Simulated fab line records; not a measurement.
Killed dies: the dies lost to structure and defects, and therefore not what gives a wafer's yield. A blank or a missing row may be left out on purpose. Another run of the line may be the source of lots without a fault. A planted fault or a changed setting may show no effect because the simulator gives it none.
Shared-tool check || flow gf180mcu || 42 wafers sampled across 14 lots

== WHY THIS WAS OPENED ==
3 of 14 lots carry a flag on the reading POLY_GATE_OXIDATION_THK at GF_POLY_GATE_THK_MEAS_17. Fault-free wafers read 3.98 nm, with a standard deviation of 0.069.
Rule: a lot is flagged when every wafer of it that has a number lies more than 4 standard deviations from that mean, or none has a number. The rest of the lots are taken to be sound.

{"lot": "L183", "measured": "day 9 02:31", "on": "filmMetro-02", "POLY_GATE_OXIDATION_THK (nm), wafer by wafer": "3.90 3.92 3.89", "flag": ""}
{"lot": "L185", "measured": "day 9 09:56", "on": "filmMetro-02", "POLY_GATE_OXIDATION_THK (nm), wafer by wafer": "3.91 3.97 4.03", "flag": ""}
{"lot": "L186", "measured": "day 9 15:47", "on": "filmMetro-04", "POLY_GATE_OXIDATION_THK (nm), wafer by wafer": "3.97 4.04 4.03", "flag": ""}
{"lot": "L187", "measured": "day 10 00:55", "on": "filmMetro-04", "POLY_GATE_OXIDATION_THK (nm), wafer by wafer": "3.93 3.89 3.99", "flag": ""}
{"lot": "L189", "measured": "day 10 15:46", "on": "filmMetro-03", "POLY_GATE_OXIDATION_THK (nm), wafer by wafer": "6.44 6.45 6.54", "flag": "FLAGGED"}
{"lot": "L190", "measured": "day 11 01:49", "on": "filmMetro-03", "POLY_GATE_OXIDATION_THK (nm), wafer by wafer": "6.69 6.73 6.78", "flag": "FLAGGED"}
{"lot": "L191", "measured": "day 11 08:26", "on": "filmMetro-04", "POLY_GATE_OXIDATION_THK (nm), wafer by wafer": "4.03 4.07 4.02", "flag": ""}
{"lot": "L192", "measured": "day 11 19:29", "on": "filmMetro-03", "POLY_GATE_OXIDATION_THK (nm), wafer by wafer": "4.20 4.07 4.09", "flag": ""}
{"lot": "L193", "measured": "day 11 22:16", "on": "filmMetro-04", "POLY_GATE_OXIDATION_THK (nm), wafer by wafer": "6.70 6.69 6.62", "flag": "FLAGGED"}
{"lot": "L201", "measured": "day 14 12:25", "on": "filmMetro-04", "POLY_GATE_OXIDATION_THK (nm), wafer by wafer": "4.05 4.05 4.02", "flag": ""}
{"lot": "L203", "measured": "day 14 19:08", "on": "filmMetro-02", "POLY_GATE_OXIDATION_THK (nm), wafer by wafer": "3.95 3.89 3.91", "flag": ""}
{"lot": "L204", "measured": "day 15 08:38", "on": "filmMetro-03", "POLY_GATE_OXIDATION_THK (nm), wafer by wafer": "3.89 3.91 3.88", "flag": ""}
{"lot": "L205", "measured": "day 15 08:58", "on": "filmMetro-03", "POLY_GATE_OXIDATION_THK (nm), wafer by wafer": "3.90 3.97 3.87", "flag": ""}
{"lot": "L206", "measured": "day 15 20:56", "on": "filmMetro-04", "POLY_GATE_OXIDATION_THK (nm), wafer by wafer": "4.02 4.11 3.96", "flag": ""}
On average the flagged lots' numbers are 6.63 nm, which is +2.65 nm against the usual, or +38 standard deviations.

== TOOL THAT RAN EACH LOT ==
The record holds 3 process steps before the reading, out of a route of 602 steps. Cell contents, in order: the tool; ch with the chambers the sampled wafers went through; the start.
{"lot": "L183", "flag": "", "GF_VT_IMPLANT_RTA_45": "rtpAnneal-01 ch 0, day 7 12:56", "GF_POLY_GATE_STRIP_14": "plasmaAsher-03 ch 0,1, day 8 23:45", "GF_POLY_GATE_OXIDATION_16": "furnace-02 ch 0, day 9 01:14"}
{"lot": "L185", "flag": "", "GF_VT_IMPLANT_RTA_45": "rtpAnneal-01 ch 0, day 8 01:53", "GF_POLY_GATE_STRIP_14": "plasmaAsher-01 ch 0,1, day 9 07:40", "GF_POLY_GATE_OXIDATION_16": "furnace-02 ch 0, day 9 08:41"}
{"lot": "L186", "flag": "", "GF_VT_IMPLANT_RTA_45": "rtpAnneal-01 ch 0, day 8 06:45", "GF_POLY_GATE_STRIP_14": "plasmaAsher-01 ch 0,1, day 9 14:14", "GF_POLY_GATE_OXIDATION_16": "furnace-01 ch 0, day 9 14:31"}
{"lot": "L187", "flag": "", "GF_VT_IMPLANT_RTA_45": "rtpAnneal-01 ch 0, day 8 11:23", "GF_POLY_GATE_STRIP_14": "plasmaAsher-01 ch 0,1, day 9 23:17", "GF_POLY_GATE_OXIDATION_16": "furnace-02 ch 0, day 9 23:39"}
{"lot": "L189", "flag": "FLAGGED", "GF_VT_IMPLANT_RTA_45": "rtpAnneal-01 ch 0, day 8 20:56", "GF_POLY_GATE_STRIP_14": "plasmaAsher-03 ch 0,1, day 10 12:52", "GF_POLY_GATE_OXIDATION_16": "furnace-01 ch 0, day 10 12:59 and furnace-02 ch 0, day 10 14:23"}
{"lot": "L190", "flag": "FLAGGED", "GF_VT_IMPLANT_RTA_45": "rtpAnneal-02 ch 0, day 9 00:32", "GF_POLY_GATE_STRIP_14": "plasmaAsher-01 ch 0,1, day 10 19:05", "GF_POLY_GATE_OXIDATION_16": "furnace-02 ch 0, day 10 21:52"}
{"lot": "L191", "flag": "", "GF_VT_IMPLANT_RTA_45": "rtpAnneal-02 ch 0, day 9 08:23", "GF_POLY_GATE_STRIP_14": "plasmaAsher-03 ch 0,1, day 11 04:37", "GF_POLY_GATE_OXIDATION_16": "furnace-02 ch 0, day 11 07:10"}
{"lot": "L192", "flag": "", "GF_VT_IMPLANT_RTA_45": "rtpAnneal-01 ch 0, day 9 14:58", "GF_POLY_GATE_STRIP_14": "plasmaAsher-01 ch 0,1, day 11 11:13", "GF_POLY_GATE_OXIDATION_16": "furnace-02 ch 0, day 11 18:13"}
{"lot": "L193", "flag": "FLAGGED", "GF_VT_IMPLANT_RTA_45": "rtpAnneal-02 ch 0, day 9 18:22", "GF_POLY_GATE_STRIP_14": "plasmaAsher-02 ch 0,1, day 11 13:17", "GF_POLY_GATE_OXIDATION_16": "furnace-02 ch 0, day 11 18:13"}
{"lot": "L201", "flag": "", "GF_VT_IMPLANT_RTA_45": "rtpAnneal-02 ch 0, day 12 00:25", "GF_POLY_GATE_STRIP_14": "plasmaAsher-01 ch 0,1, day 14 05:13", "GF_POLY_GATE_OXIDATION_16": "furnace-01 ch 0, day 14 11:10"}
{"lot": "L203", "flag": "", "GF_VT_IMPLANT_RTA_45": "rtpAnneal-01 ch 0, day 12 11:47", "GF_POLY_GATE_STRIP_14": "plasmaAsher-01 ch 0,1, day 14 15:28", "GF_POLY_GATE_OXIDATION_16": "furnace-01 ch 0, day 14 17:53"}
{"lot": "L204", "flag": "", "GF_VT_IMPLANT_RTA_45": "rtpAnneal-01 ch 0, day 12 21:11", "GF_POLY_GATE_STRIP_14": "plasmaAsher-01 ch 0,1, day 15 07:13", "GF_POLY_GATE_OXIDATION_16": "furnace-02 ch 0, day 15 07:22"}
{"lot": "L205", "flag": "", "GF_VT_IMPLANT_RTA_45": "rtpAnneal-02 ch 0, day 13 00:25", "GF_POLY_GATE_STRIP_14": "plasmaAsher-02 ch 0, day 15 07:34", "GF_POLY_GATE_OXIDATION_16": "furnace-01 ch 0, day 15 07:43"}
{"lot": "L206", "flag": "", "GF_VT_IMPLANT_RTA_45": "rtpAnneal-02 ch 0, day 13 08:11", "GF_POLY_GATE_STRIP_14": "plasmaAsher-02 ch 0,1, day 15 18:49", "GF_POLY_GATE_OXIDATION_16": "furnace-02 ch 0, day 15 19:40"}
What these steps do:
- GF_VT_IMPLANT_RTA_45: time 30 s.
- GF_POLY_GATE_STRIP_14: strips in O2/N2.
- GF_POLY_GATE_OXIDATION_16: stabilise 600 s, purge 300 s, target thk 4 nm.
- GF_POLY_GATE_THK_MEAS_17

== FLAGGED OVER TOTAL, TOOL BY TOOL (the gauges that took the reading come last) ==
{"step": "GF_VT_IMPLANT_RTA_45", "tool": "rtpAnneal-01", "lots run": 8, "flagged": 1, "share of the flagged lots": "some", "sound lots run after its first flagged lot": "3 (L192,L203,L204)"}
{"step": "GF_VT_IMPLANT_RTA_45", "tool": "rtpAnneal-02", "lots run": 6, "flagged": 2, "share of the flagged lots": "some", "sound lots run after its first flagged lot": "4 (L191,L201,L205,L206)"}
{"step": "GF_POLY_GATE_STRIP_14", "tool": "plasmaAsher-01", "lots run": 8, "flagged": 1, "share of the flagged lots": "some", "sound lots run after its first flagged lot": "4 (L192,L201,L203,L204)"}
{"step": "GF_POLY_GATE_STRIP_14", "tool": "plasmaAsher-02", "lots run": 3, "flagged": 1, "share of the flagged lots": "some", "sound lots run after its first flagged lot": "2 (L205,L206)"}
{"step": "GF_POLY_GATE_STRIP_14", "tool": "plasmaAsher-03", "lots run": 3, "flagged": 1, "share of the flagged lots": "some", "sound lots run after its first flagged lot": "1 (L191)"}
{"step": "GF_POLY_GATE_OXIDATION_16", "tool": "furnace-01", "lots run": 5, "flagged": 1, "share of the flagged lots": "some", "sound lots run after its first flagged lot": "3 (L201,L203,L205)"}
{"step": "GF_POLY_GATE_OXIDATION_16", "tool": "furnace-02", "lots run": 10, "flagged": 3, "share of the flagged lots": "all", "sound lots run after its first flagged lot": "4 (L191,L192,L204,L206)"}
{"step": "GF_POLY_GATE_THK_MEAS_17", "tool": "filmMetro-02", "lots run": 3, "flagged": 0, "share of the flagged lots": "none", "sound lots run after its first flagged lot": "-"}
{"step": "GF_POLY_GATE_THK_MEAS_17", "tool": "filmMetro-03", "lots run": 5, "flagged": 2, "share of the flagged lots": "some", "sound lots run after its first flagged lot": "3 (L192,L204,L205)"}
{"step": "GF_POLY_GATE_THK_MEAS_17", "tool": "filmMetro-04", "lots run": 6, "flagged": 1, "share of the flagged lots": "some", "sound lots run after its first flagged lot": "2 (L201,L206)"}

== WHAT THE TABLE ALLOWS ==
All flagged lots share 1 row of the table, namely furnace-02 at GF_POLY_GATE_OXIDATION_16.
- furnace-02 at GF_POLY_GATE_OXIDATION_16 ran 10 lots, 3 of them flagged. Lots that were sound ran on it after the first flagged one (L191, L192, L204, L206); a persistent fault on the entire tool would not allow that.
Not one row of the table ran every flagged lot while running no sound lot after the first.

== WHAT WAS PUT IN BY THE SIMULATOR ==
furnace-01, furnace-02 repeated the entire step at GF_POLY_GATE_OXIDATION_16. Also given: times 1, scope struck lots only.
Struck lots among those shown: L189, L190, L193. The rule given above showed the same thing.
